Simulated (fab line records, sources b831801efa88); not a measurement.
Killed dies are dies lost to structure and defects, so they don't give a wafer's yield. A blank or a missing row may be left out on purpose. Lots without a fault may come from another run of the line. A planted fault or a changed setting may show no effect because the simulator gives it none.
A struck lot beside a sound one | flow sky130 | 15 steps out of a route of 708
Sound: wafers L601.1, L601.3, L601.5. Struck: wafers L603.1, L603.4, L603.6. The cause comes at the end.
At each step with rows: each side's tool, then ch and its chambers, then its first start. Under that, the readings that differ: sound wafers | struck wafers | difference of the means | sigmas: that difference in standard deviations of wafers without a fault.
alike: readings whose means differ by less than 2 such deviations, and words and numbers that are the same on both sides. not compared: withheld readings, readings that some wafer has no value for, bounds like >300 that may hide the same value, and numbers for which the record gives no deviation and whose values overlap.
The two part at a step that has a row with sigmas, a row that says differs or no value, or rows on one side only. Numbers that don't overlap but have no deviation are shown without sigmas and don't part them. A reading that every wafer of one side lacks parts them only if that side has two wafers or more.

SKY_LDD_HVP_TW_MEAS_10:
  sound on film_metro-01, day 23 21:45; struck on film_metro-01, day 24 15:45
  alike: LDD_HVP_TW
then, 7 steps without rows for these wafers: SKY_LDD_LDN_DEHYDRATE_00 (time 60 s); SKY_LDD_LDN_HMDS_01 (prime time 60 s); SKY_LDD_LDN_COAT_02 (resist thk 1140 nm); SKY_LDD_LDN_SOFTBAKE_03 (time 60 s); SKY_LDD_LDN_EXPOSE_04 (exposes mask LDNTM, target cd 700 nm); SKY_LDD_LDN_PEB_05; SKY_LDD_LDN_DEVELOP_06 (develop time 60 s).
SKY_LDD_LDN_OVL_MEAS_07:
  sound on overlay-01, day 25 03:23; struck on overlay-02, day 25 20:59
  alike: LDD_LDN_OVL
then, 3 steps without rows for these wafers: SKY_LDD_LDN_IMPLANT_08; SKY_LDD_LDN_IMPLANT_09; SKY_LDD_LDN_IMPLANT_10.
SKY_LDD_LDN_IMPLANT_11:
  sound on implanter-01 ch 0, day 25 03:52; struck on implanter-01 ch 0, day 25 21:28
  reading                   | sound                | struck               | difference | sigmas
  beam_energy_keV           | 15.001 15.002 14.995 | 16.143 16.144 16.147 | +1.145     | +99 or more
  model.implant.rp_nm (nm)  | 12.86 12.86 12.86    | 13.24 13.24 13.24    | +0.38      |
  model.implant.drp_nm (nm) | 5.933 5.933 5.933    | 6.233 6.233 6.233    | +0.300     |
  alike: beam_on_s
SKY_LDD_LDN_STRIP_12: strips in O2/N2.
  sound on plasma_asher-01 ch 0,1, day 25 04:01; struck on plasma_asher-01 ch 0,1, day 25 21:37
  alike: drypump_motor_current_A, oes_product_au, strip_time_to_endpoint_s
  not compared: rf_hours_counter_h
-- the record jumps here: 22 days lie between the struck wafers' starts before and after (it left off in module LDD_LDN and takes up again in module PAD_OPEN, whose first step shown is number 708 of the route) --
SKY_PAD_OPEN_PROBE_99:
  the record has rows for the struck wafers here (prober-02, day 48 02:05) and none for the sound ones

WHERE THEY PART
First at SKY_LDD_LDN_IMPLANT_11; last, within this record, at SKY_PAD_OPEN_PROBE_99.

WHY: what the simulator had put in
Process parameter drift: implanter-01, from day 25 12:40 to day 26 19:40, at SKY_LDD_LDN_IMPLANT_11. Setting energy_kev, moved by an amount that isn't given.
